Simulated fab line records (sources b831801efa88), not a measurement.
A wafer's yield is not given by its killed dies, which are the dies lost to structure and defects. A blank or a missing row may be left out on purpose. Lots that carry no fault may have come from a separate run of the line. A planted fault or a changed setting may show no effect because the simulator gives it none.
A single fault, viewed from 2 desks	flow sfq line	what lay behind the numbers comes last; until then each desk has only its own

FOR THE TOOL OWNER'S DESK: rie metal-02
The tool's own readings at SFQ_TRILAYER_M6_BARC_OPEN_METAL_ETCH_206 (etches BARC in O2, target depth 125 nm, time 41.7 s): means of the sampled wafers that have a number, for each lot that ran on this tool. If a lot's mean is further than 4 standard deviations from the usual mean, the lot is out of limits and carries the mark OUT (the distance appears in the brackets).
Columns: A = bias w at SFQ_TRILAYER_M6_BARC_OPEN_METAL_ETCH_206, usual 79.99 W; B = drypump motor current A at SFQ_TRILAYER_M6_BARC_OPEN_METAL_ETCH_206, usual 5.9 A; C = oes product au at SFQ_TRILAYER_M6_BARC_OPEN_METAL_ETCH_206, usual 0.685 a.u.; D = run length s at SFQ_TRILAYER_M6_BARC_OPEN_METAL_ETCH_206, usual 69.9 s
lot	first seen here	A	B	C	D
L582	day 76 04:18	80.28	5.5	0.679	69.8
L584	day 76 09:07	80.03	5.5	0.710 (+5.8) OUT	68.3 (-4.2) OUT
L587	day 76 19:55	80.20	5.6	0.715 (+7.1) OUT	68.2 (-4.4) OUT
This desk's verdict: out of limits on L584, L587, starting with L584 at day 76 09:07 (oes product au at SFQ_TRILAYER_M6_BARC_OPEN_METAL_ETCH_206). L582: within limits.

METROLOGY DESK
Means of the sampled wafers that have a number, per lot and without regard to the tool the lot ran on: this is what the gauges read. If a lot's mean is further than 4 standard deviations from the usual mean, the lot is out of limits and carries the mark OUT (the distance appears in the brackets).
Columns: A = M6_NB_RS at SFQ_M6_RS_MEAS_938, usual 0.889 ohm/sq; B = M6_OVL at SFQ_M6_OVL_MEAS_940, usual 2 nm
lot	first seen here	A	B
L582	day 71 03:35	0.896	-3
L584	day 71 06:58	0.897	-1
L587	day 71 17:53	0.884	-1
L599	day 79 10:29	0.877	-1
L602	day 80 21:20	0.900	8
L603	day 81 20:14	0.889	-2
Result from this desk: across the 6 lots, nothing is out of limits.

BROUGHT TOGETHER
The tool owner's desk had the chance to raise an alarm at day 76 09:07 on L584, L587.
Nothing out of limits was seen by the metrology desk.
The metrology desk has L584, L587 on record, within its limits.
The lots listed all ran SFQ_TRILAYER_M6_BARC_OPEN_METAL_ETCH_206 on rie metal-02.

WHAT THE SIMULATOR PUT IN
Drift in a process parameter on rie metal-02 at SFQ_TRILAYER_M6_BARC_OPEN_METAL_ETCH_206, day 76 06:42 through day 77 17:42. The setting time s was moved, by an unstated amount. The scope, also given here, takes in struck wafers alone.
Struck lots among those shown: L584, L587.
How many hours passed from the start of the fault until each desk's first out-of-limits reading: the tool owner's desk, 2.
